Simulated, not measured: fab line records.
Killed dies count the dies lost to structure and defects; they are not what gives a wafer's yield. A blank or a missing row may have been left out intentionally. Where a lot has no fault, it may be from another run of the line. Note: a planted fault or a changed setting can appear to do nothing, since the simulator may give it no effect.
The tool behind it: which one?	flow sky130	Sampling: 6 lots, 18 wafers, 2 of 708 route steps

## WHAT THE GAUGES SHOWED, per wafer
SKY_LI_CONTACT_OVL_MEAS_13.
lot	measured	on	LI_CONTACT_OVL (nm)
L283	day 30 01:47	overlay-02	2 8 7
L285	day 30 18:46	overlay-01	-1 1 0
L298	day 34 09:38	overlay-01	-4 -6 -8
L302	day 35 12:00	overlay-02	15 6 10

## WHAT TOOL EACH LOT RAN ON (gives the tool, then ch and the chambers of the sampled wafers, and finally the start)
lot	SKY_SONOS_TUNNEL_WET_ETCH_10
L283	wet bench-03 ch 1, day 12 09:26
L285	wet bench-01 ch 3, day 13 04:32
L291	wet bench-02 ch 3, day 14 17:44
L294	wet bench-03 ch 0, day 15 13:08
L298	wet bench-03 ch 2, day 16 17:02
L302	wet bench-01 ch 0, day 18 00:47
- SKY_SONOS_TUNNEL_WET_ETCH_10: etches SiO2 in dHF, target depth 14 nm, time 280 s.

## THE ANSWER, worked out from the rows above alone
Rule: what is usual is taken from the lots themselves. Put in order of their means at a reading, lots are off if they are a third of the lots or fewer, leave a main group of 4 or more, and stand apart from it by a gap of 3 or more times the standard deviation of the main group's means; of several such gaps the widest counts. A main group whose means are all the same, to the digits that the tables above print for the reading, isn't used. Also off: a lot with no number at a reading for which 4 or more lots have one. All remaining lots with rows at the step are treated as sound.
Across all readings shown, no lot is off: no conclusion can be drawn from this.

## WHAT THE SIMULATOR PUT IN
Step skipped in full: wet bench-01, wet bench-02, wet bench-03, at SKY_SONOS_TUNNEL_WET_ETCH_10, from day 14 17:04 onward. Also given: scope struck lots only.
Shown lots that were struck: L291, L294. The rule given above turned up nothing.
